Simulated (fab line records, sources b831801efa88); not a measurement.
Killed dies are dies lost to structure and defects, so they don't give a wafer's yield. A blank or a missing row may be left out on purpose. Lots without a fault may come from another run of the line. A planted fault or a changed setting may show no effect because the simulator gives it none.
Problem report in the 8D (eight disciplines) form, filled by code | flow sky130 | the parts of the form that need people (team, actions taken, sign-off) are left out

1. THE PROBLEM
rf_fwd_power_W at SKY_CONTACT_ETCH_17 reads a mean of 1252 W on 1 wafer of 1 lot; wafers without a fault read 1489 W with a standard deviation of 5.2. That is -46 standard deviations from the usual mean.
The step: etches SiO2 in C4F8/O2/Ar, stops on Si3N4, target depth 340 nm.
First seen on wafer L937.4, day 36 00:40, on rie_diel-03. The record holds 39 wafers of 13 lots with a number at this step. Rule for "out", or "out of limits": more than 4 standard deviations from the usual mean. The other wafers with a number count as sound.

2. WHAT IT IS AND WHAT IT IS NOT
question                    | is                | is not
which readings at this step | rf_fwd_power_W    | oes_product_au
which lots                  | L937              | L923, L924, L925, L927, L928, L929, L930, L932, L940, L941, L942, L945
which wafers of those lots  | L937.4            | L937.1, L937.6
read on which tools         | rie_diel-03       | rie_diel-01, rie_diel-04
when                        | from day 36 00:40 | up to then (26 sound wafers); but 12 sound wafers of L940, L941, L942, L945 came after

3. SUSPECTS, AND WHAT RULES EACH OUT
Counting: a tool at a process step up to the reading stays a suspect if it ran every lot that is out. Sound lots after the first of them don't rule it out here, since some wafers of a struck lot are sound.
- rie_diel-03 at SKY_CONTACT_ETCH_17 (etches SiO2 in C4F8/O2/Ar, stops on Si3N4, target depth 340 nm): kept. It ran the lot that is out, L937 (day 36 00:40); its last sound lot up to then is L924 (day 31 17:01). Its own readings are out on those wafers: rf_fwd_power_W.
- Within rie_diel-03 at SKY_CONTACT_ETCH_17: the wafers that are out ran in chamber 1; their sound lot-mates ran in chamber 3.
Left after counting: rie_diel-03 at SKY_CONTACT_ETCH_17.

4. THE CAUSE (what the simulator had put in)
Process parameter drift: rie_diel-03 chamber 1, from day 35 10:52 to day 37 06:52, at SKY_CONTACT_ETCH_17. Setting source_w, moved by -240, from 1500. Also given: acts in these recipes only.
Counting left only this tool.

5. THE CHAIN OF EFFECTS, in route order
Each row: a reading whose mean over the struck wafers that have a number lies more than 3 standard deviations from the usual. Only readings for which the record gives a usual standard deviation are gone through. hours: the time from each lot's start at the first step in this table that gives one to its start at this step, as a median over the lots. sigmas: the change in usual standard deviations.
hours | step                | reading        | usual  | on struck wafers | change | sigmas
0     | SKY_CONTACT_ETCH_17 | rf_fwd_power_W | 1489 W | 1252             | -237   | -46
The process steps in it:
- SKY_CONTACT_ETCH_17: etches SiO2 in C4F8/O2/Ar, stops on Si3N4, target depth 340 nm.

6. WHAT WOULD HAVE CAUGHT IT SOONER
In this record the first reading out of limits was taken at day 36 00:40, 14 hours after the fault began at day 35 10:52.
